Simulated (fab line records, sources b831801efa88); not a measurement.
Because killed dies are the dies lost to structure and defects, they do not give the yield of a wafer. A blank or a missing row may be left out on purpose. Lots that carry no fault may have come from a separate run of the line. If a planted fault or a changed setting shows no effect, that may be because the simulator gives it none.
8D (eight disciplines) problem report, filled in by code ; flow gf180mcu ; the parts of the form that need people (team, actions taken, sign-off) are left out

== 1. THE PROBLEM ==
timeToEndpointS at GF_V1_CMP_04 reads a mean of 109 s on 2 wafers of 2 lots; wafers without a fault read 82 s with a standard deviation of 5.8. Measured from the usual mean, that is +4.7 standard deviations.
The step: polishes SiO2.
First observed at day 22 01:13: wafer L488.4, on cmp-02. The record holds 36 wafers of 12 lots with a number at this step. Rule for "out" (also "out of limits"): further than 4 standard deviations from the usual mean. The rest of the wafers with a number are treated as sound.

== 2. WHAT THIS IS AND IS NOT ==
question;is;is not
which readings at this step;timeToEndpointS;headPressurePsi, motorCurrentA
which lots;L488, L489;L477, L479, L480, L481, L482, L486, L493, L496, L498, L499
which wafers of those lots;L488.4, L489.4;L488.2, L488.5, L489.2, L489.3
read on which tools;cmp-02;cmp-01
when;from day 22 01:13;"up to then (20 sound wafers); but 14 sound wafers of L489, L493, L496, L498, L499 came after"

== 3. WHAT RULES OUT EACH SUSPECT ==
Counting: if a tool at a process step up to the reading ran every lot that is out, it stays a suspect. Sound lots after the first of them don't rule it out here, since some wafers of a struck lot are sound.
- pvdSputter-03 at GF_M1_SPUTTER_01 (material TiN, target thk 30 nm, time 25 s): kept. Ran every lot that is out, first one L488 (day 21 00:32); last sound lot up to then L486 (day 20 08:31).
- cmp-02 at GF_V1_CMP_04 (polishes SiO2): kept. Ran every lot that is out, first one L488 (day 22 01:13); last sound lot up to then L486 (day 21 10:05). Its own timeToEndpointS readings are out on those wafers.
After counting, pvdSputter-03 at GF_M1_SPUTTER_01 and cmp-02 at GF_V1_CMP_04 remain.

== 4. THE CAUSE (what the simulator had put in) ==
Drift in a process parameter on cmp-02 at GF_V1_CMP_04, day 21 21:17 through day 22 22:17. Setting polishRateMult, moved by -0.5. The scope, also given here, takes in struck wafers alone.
Of the 2 suspects that counting leaves, this tool is one.

== 5. SEQUENCE OF EFFECTS, ordered by route ==
Each row: a reading whose mean over the struck wafers that have a number lies more than 3 standard deviations from the usual. Only readings whose record carries a usual standard deviation are examined. hours: median over the lots of the time between each lot's start at the first step of this table that gives one and its start at this step. sigmas: the change, counted in usual standard deviations.
hours;step;reading;usual;on struck wafers;change;sigmas
0;GF_V1_CMP_04;timeToEndpointS;82 s;109;+27;+4.7
-;GF_V1_ETCH_17;oesProductAu;0.856 a.u.;0.919;+0.063;+13
Here are the process steps it includes:
- GF_V1_CMP_04: polishes SiO2.
- GF_V1_ETCH_17: etches SiO2 in C4F8/O2/Ar, stops on TiN, target depth 630 nm.

== 6. WHAT WOULD HAVE CAUGHT IT SOONER ==
First out-of-limits reading in this record: day 22 01:13, which is 4 hours after fault onset at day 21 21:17.
